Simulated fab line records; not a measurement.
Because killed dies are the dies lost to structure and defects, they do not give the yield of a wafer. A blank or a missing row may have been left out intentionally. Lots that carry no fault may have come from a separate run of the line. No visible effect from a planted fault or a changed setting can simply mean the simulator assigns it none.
The tool behind it: which one? + flow gf180mcu + 12 lots, 36 wafers sampled, at 5 steps of a route of 602

## WHAT THE GAUGES SHOWED, per wafer
GF_V4_BOW_MEAS_05. Usual: V4_BOW typically reads 136 um, with standard deviation 9.6.
| lot  | measured     | on            | V4_BOW (um) | flag |
|------|--------------|---------------|-------------|------|
| L774 | day 23 07:52 | film metro-02 | 137 135 140 |      |
| L775 | day 24 01:55 | film metro-02 | 150 140 133 |      |
| L776 | day 24 05:41 | film metro-04 | 145 133 147 |      |
| L779 | day 25 09:31 | film metro-02 | 128 115 116 |      |
| L780 | day 25 14:37 | film metro-01 | 134 140 130 |      |
| L781 | day 26 05:32 | film metro-02 | 148 148 140 |      |
| L782 | day 26 06:50 | film metro-02 | 117 137 125 |      |
| L783 | day 26 16:11 | film metro-01 | 127 150 128 |      |
| L789 | day 28 09:28 | film metro-04 | 139 149 147 |      |
| L792 | day 29 10:01 | film metro-04 | 120 147 143 |      |
| L796 | day 30 12:49 | film metro-02 | 147 134 136 |      |
| L797 | day 30 21:01 | film metro-02 | 138 139 139 |      |

GF_V5_THK_MEAS_03. Usual: V5_CVD_02_THK typically reads 1448 nm, with standard deviation 17.
| lot  | measured     | on            | V5_CVD_02_THK (nm) | flag |
|------|--------------|---------------|--------------------|------|
| L774 | day 26 04:50 | film metro-02 | 1422 1465 1442     |      |
| L775 | day 26 20:30 | film metro-03 | 1467 1464 1474     |      |
| L776 | day 27 01:26 | film metro-01 | 1430 1440 1460     |      |
| L779 | day 28 01:30 | film metro-01 | 1440 1437 1427     |      |
| L780 | day 28 06:25 | film metro-03 | 1429 1453 1464     |      |
| L781 | day 28 20:25 | film metro-02 | 1430 1465 1453     |      |
| L782 | day 28 23:17 | film metro-03 | 1423 1421 1437     |      |
| L783 | day 29 07:42 | film metro-02 | 1455 1465 1470     |      |
| L789 | day 30 20:48 | film metro-01 | 1414 1406 1435     |      |
| L792 | day 31 19:27 | film metro-01 | 1432 1462 1452     |      |
| L796 | day 32 20:27 | film metro-01 | 1439 1437 1454     |      |
| L797 | day 33 03:32 | film metro-02 | 1420 1457 1455     |      |

GF_V5_CD_MEAS_14: target cd 260 nm. Usual: 260.2 nm for cd nm, sd 1.4.
| lot  | measured     | on        | cd nm (nm)                          | flag |
|------|--------------|-----------|-------------------------------------|------|
| L774 | day 27 01:33 | cd sem-01 | 261.7 260.6 260.1                   |      |
| L775 | day 27 16:44 | cd sem-01 | 260.7 259.3 259.0                   |      |
| L776 | day 27 21:46 | cd sem-01 | 259.1 258.6 257.3                   |      |
| L779 | day 28 21:59 | cd sem-01 | 261.7 261.1 261.4                   |      |
| L780 | day 29 02:29 | cd sem-02 | 261.4 262.7 261.5                   |      |
| L781 | day 29 15:59 | cd sem-02 | 260.8 259.2 259.8                   |      |
| L782 | day 29 18:25 | cd sem-01 | 260.9 259.9 259.6                   |      |
| L783 | day 30 03:35 | cd sem-02 | 258.7 261.2 259.8                   |      |
| L789 | day 31 14:35 | cd sem-01 | 254.4 254.7 255.2 254.2 254.6 255.1 | OFF  |
| L792 | day 32 12:37 | cd sem-02 | 254.9 254.9 254.6 254.9 255.1 254.4 | OFF  |
| L796 | day 33 12:58 | cd sem-01 | 259.1 258.5 259.3                   |      |
| L797 | day 33 19:28 | cd sem-02 | 262.4 260.8 263.0                   |      |

## EACH LOT AND THE TOOL THAT RAN IT (in order: tool; ch and the chambers of the sampled wafers; start)
| lot  | GF_V4_CVD_02                    | GF_V5_COAT_09                     |
|------|---------------------------------|-----------------------------------|
| L774 | pecvd-04 ch 0,2, day 23 07:23   | litho track-03 ch 0, day 26 15:00 |
| L775 | pecvd-04 ch 0,1,2, day 24 01:27 | litho track-01 ch 0, day 27 06:00 |
| L776 | pecvd-01 ch 0,1,2, day 24 05:16 | litho track-03 ch 0, day 27 11:00 |
| L779 | pecvd-01 ch 0,1,2, day 25 09:05 | litho track-03 ch 0, day 28 11:00 |
| L780 | pecvd-03 ch 1,2, day 25 14:10   | litho track-04 ch 0, day 28 17:00 |
| L781 | pecvd-03 ch 1,2, day 26 05:06   | litho track-04 ch 0, day 29 05:00 |
| L782 | pecvd-03 ch 0,1, day 26 06:23   | litho track-04 ch 0, day 29 08:00 |
| L783 | pecvd-03 ch 0,1, day 26 15:46   | litho track-03 ch 0, day 29 18:00 |
| L789 | pecvd-03 ch 0,1,2, day 28 09:01 | litho track-03 ch 0, day 31 05:00 |
| L792 | pecvd-04 ch 0,1,2, day 29 09:34 | litho track-03 ch 0, day 32 04:00 |
| L796 | pecvd-01 ch 1,2, day 30 12:22   | litho track-04 ch 0, day 33 04:00 |
| L797 | pecvd-01 ch 0,1, day 30 20:34   | litho track-01 ch 0, day 33 11:00 |
- GF_V4_CVD_02: deposits SiO2 from TEOS, target thk 850 nm, time 94.851 s.
- GF_V5_COAT_09: resist thk 1000 nm.

## WHAT THE TOOLS THEMSELVES READ (means of the sampled wafers that have a number; where no wafer has one, the mark that the record gives instead)
GF_V4_CVD_02. Usual: 632 W for heater power w, sd 79.
| lot  | tool     | heater power w (W) | flag |
|------|----------|--------------------|------|
| L774 | pecvd-04 | 690                |      |
| L775 | pecvd-04 | 655                |      |
| L776 | pecvd-01 | 549                |      |
| L779 | pecvd-01 | 563                |      |
| L780 | pecvd-03 | 724                |      |
| L781 | pecvd-03 | 665                |      |
| L782 | pecvd-03 | 642                |      |
| L783 | pecvd-03 | 604                |      |
| L789 | pecvd-03 | 667                |      |
| L792 | pecvd-04 | 714                |      |
| L796 | pecvd-01 | 579                |      |
| L797 | pecvd-01 | 610                |      |

GF_V5_COAT_09. Usual: 45.0 Pa for exhaust pa, sd 0.86.
| lot  | tool           | exhaust pa (Pa) | flag |
|------|----------------|-----------------|------|
| L774 | litho track-03 | 44.2            |      |
| L775 | litho track-01 | 44.8            |      |
| L776 | litho track-03 | 45.2            |      |
| L779 | litho track-03 | 45.7            |      |
| L780 | litho track-04 | 44.6            |      |
| L781 | litho track-04 | 45.1            |      |
| L782 | litho track-04 | 45.1            |      |
| L783 | litho track-03 | 45.4            |      |
| L789 | litho track-03 | 46.0            |      |
| L792 | litho track-03 | 46.0            |      |
| L796 | litho track-04 | 45.1            |      |
| L797 | litho track-01 | 44.8            |      |

## THE ANSWER, worked out from the rows above alone
Rule: a lot counts as off when the mean over its wafers that have a number is more than 3 standard deviations away from the usual mean. Also off: a lot with no number at a reading for which 4 or more lots have one. All remaining lots with rows at the step are treated as sound. First the gauges in route order, then the tools' own readings, where a lot's mean is used as printed above. At the first step where some lot is off, the reading lying furthest off is the one used; lots without a number count as furthest.
Off, at GF_V5_CD_MEAS_14 on cd nm: L789, L792.
A tool fits if, at a process step before that reading, it ran every lot that is off, and no sound lot after the first of them. Those tools and the gauges at GF_V5_CD_MEAS_14 are tried in the same way. One fits: GF_V5_COAT_09 on litho track-03. Its last sound lot is L783 (day 29 18:00), its first lot that is off L789 (day 31 05:00): a fault that began between those two fits.

## WHAT THE SIMULATOR HAD PUT IN
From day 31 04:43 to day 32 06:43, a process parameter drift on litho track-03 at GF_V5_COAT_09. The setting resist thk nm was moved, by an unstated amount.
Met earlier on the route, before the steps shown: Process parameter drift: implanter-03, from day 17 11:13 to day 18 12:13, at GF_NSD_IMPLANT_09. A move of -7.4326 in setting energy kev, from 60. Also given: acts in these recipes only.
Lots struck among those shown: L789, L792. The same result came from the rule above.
